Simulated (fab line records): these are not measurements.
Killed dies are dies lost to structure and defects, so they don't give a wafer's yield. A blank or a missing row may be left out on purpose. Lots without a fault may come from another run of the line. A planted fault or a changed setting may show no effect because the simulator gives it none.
What tool caused it?    flow sky130    6 lots with 18 wafers sampled at 2 steps, on a route of 708 steps

## WHAT THE GAUGES SHOWED, per wafer
SKY_GATE_OXIDE_THK_MEAS_02.
lot   measured      on             GATE_OXIDE_OXIDATION_00_THK (nm)
L550  day 13 14:31  film-metro-02  9.89 10.14 9.85
L552  day 14 04:43  film-metro-02  10.03 9.91 10.13
L558  day 16 18:54  film-metro-02  12.19 12.29 12.00
L560  day 17 05:58  film-metro-03  12.10 12.10 11.90
L565  day 19 01:27  film-metro-02  10.66 10.43 10.47
L570  day 20 14:12  film-metro-02  10.65 10.68 10.50

## WHAT TOOL EACH LOT RAN ON (gives the tool, then ch and the chambers of the sampled wafers, and finally the start)
lot   SKY_GATE_OXIDE_OXIDATION_01
L550  furnace-01 ch 0, day 13 13:07
L552  furnace-01 ch 0, day 14 03:17
L558  furnace-01 ch 0, day 16 17:29
L560  furnace-01 ch 0, day 17 04:34
L565  furnace-02 ch 0, day 19 00:03
L570  furnace-02 ch 0, day 20 12:47
- SKY_GATE_OXIDE_OXIDATION_01: stabilise 600 s, purge 300 s, target thk 10.268 nm.

## THE ANSWER, worked out from the rows above alone
Rule: what is usual is taken from the lots themselves. The widest of any qualifying gaps counts: lots, ordered by their means at a reading, are off when they make up no more than a third of the lots, leave a main group of 4 or more, and stand apart from it by 3 or more times the standard deviation of that group's means. If all means in a main group match to the digits the tables above print for the reading, that group is not used. Also off: a lot with no number at a reading for which 4 or more lots have one. Where the step has rows for the other lots, those lots are counted as sound.
Off: L558, L560, at SKY_GATE_OXIDE_THK_MEAS_02 (GATE_OXIDE_OXIDATION_00_THK). Mean 10.28 nm and standard deviation 0.29 in the main group.
A tool fits if, at a process step before that reading, it ran every lot that is off, and no sound lot after the first of them. The gauges at SKY_GATE_OXIDE_THK_MEAS_02 are tried like those tools. One fits: SKY_GATE_OXIDE_OXIDATION_01 on furnace-01. Its last sound lot is L552 (day 14 03:17), its first lot that is off L558 (day 16 17:29): a fault that began between those two fits.

## WHAT THE SIMULATOR HAD PUT IN
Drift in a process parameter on furnace-01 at SKY_GATE_OXIDE_OXIDATION_01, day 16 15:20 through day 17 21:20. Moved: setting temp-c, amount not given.
Shown lots that were struck: L558, L560. The rule given above showed the same thing.
